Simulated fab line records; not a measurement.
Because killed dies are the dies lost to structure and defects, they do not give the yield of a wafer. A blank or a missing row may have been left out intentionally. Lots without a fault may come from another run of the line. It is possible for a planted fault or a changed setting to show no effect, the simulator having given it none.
Comparing a struck lot with a sound one -- flow gf180mcu -- 15 out of 602 route steps
Sound: the wafers L961.1, L961.2, L961.3. Struck: wafers L948.1, L948.2, L948.6. The cause is given at the end.
At each step with rows: each side's tool, then ch and its chambers, then its first start. Under that, the readings that differ: sound wafers -- struck wafers -- difference of the means -- sigmas: that difference in standard deviations of wafers without a fault.
alike: words and numbers the same on both sides, and readings whose means are apart by under 2 such deviations; not compared: readings that were withheld, readings missing a value for some wafer, numbers with overlapping values and no deviation given by the record, and bounds like >300 which may hide the same value.
Wherever a step has rows on one side only, a row that says differs or no value, or a row with sigmas, the two part there. Numbers that don't overlap but have no deviation are shown without sigmas and don't part them. Lack of a reading on every wafer of one side parts them only where that side has two or more wafers.

first, 1 step without rows for these wafers: GF_MVSD_IMPLANT_09.
GF_MVSD_STRIP_10: strips in O2/N2.
  sound on plasma_asher-02 ch 0,1, day 8 10:23; struck on plasma_asher-02 ch 0,1, day 5 05:07
  alike: chamber_pressure_mTorr, drypump_motor_current_A, heater_power_w, oes_product_au, strip_time_to_endpoint_s
  not compared: rf_hours_counter_h
GF_MVSD_TW_MEAS_11:
  struck on film_metro-01, day 5 05:13; sound on film_metro-01, day 8 10:29
  alike: MVSD_TW
then, 7 steps without rows for these wafers: GF_MVPSD_DEHYDRATE_00 (time 60 s); GF_MVPSD_HMDS_01 (prime time 60 s); GF_MVPSD_COAT_02 (resist thk 3000 nm); GF_MVPSD_SOFTBAKE_03; GF_MVPSD_EXPOSE_04 (exposes mask MVPSD, target cd 1000 nm); GF_MVPSD_PEB_05; GF_MVPSD_DEVELOP_06 (develop time 60 s).
GF_MVPSD_OVL_MEAS_07:
  struck on overlay-02, day 5 19:28; sound on overlay-01, day 9 02:26
  alike: MVPSD_OVL
then, 1 step without rows for these wafers: GF_MVPSD_IMPLANT_08.
GF_MVPSD_IMPLANT_09:
  sound on implanter-04 ch 0, day 9 02:38; struck on implanter-02 ch 0, day 5 19:38
reading,sound,struck,difference,sigmas
dose_ions_cm2,5.002e+12 4.992e+12 5.004e+12,4.869e+12 4.874e+12 4.87e+12,-1.283e+11,-23
GF_MVPSD_STRIP_10: strips in O2/N2.
  sound on plasma_asher-02 ch 0,1, day 9 02:47; struck on plasma_asher-04 ch 0,1, day 5 19:47
reading,sound,struck,difference,sigmas
strip_time_to_endpoint_s (s),37.05 37.06 37.04,36.89 36.77 36.80,-0.23,-2
  alike: chamber_pressure_mTorr, drypump_motor_current_A, heater_power_w, oes_product_au
  not compared: rf_hours_counter_h
-- the record jumps here: 24 days lie between the struck wafers' starts before and after (it left off in module MVPSD and takes up again in module PASSIVATION, whose first step shown is number 602 of the route) --
GF_PASSIVATION_PROBE_99:
  the record has rows for the struck wafers here (prober-02, day 29 23:25) and none for the sound ones

== WHERE THEY PART ==
Earliest at GF_MVPSD_IMPLANT_09; latest, in this record, at GF_PASSIVATION_PROBE_99.

WHY: whatever the simulator had introduced
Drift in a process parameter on implanter-02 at GF_MVPSD_IMPLANT_09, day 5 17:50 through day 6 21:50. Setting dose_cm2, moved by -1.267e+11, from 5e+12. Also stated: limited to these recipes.
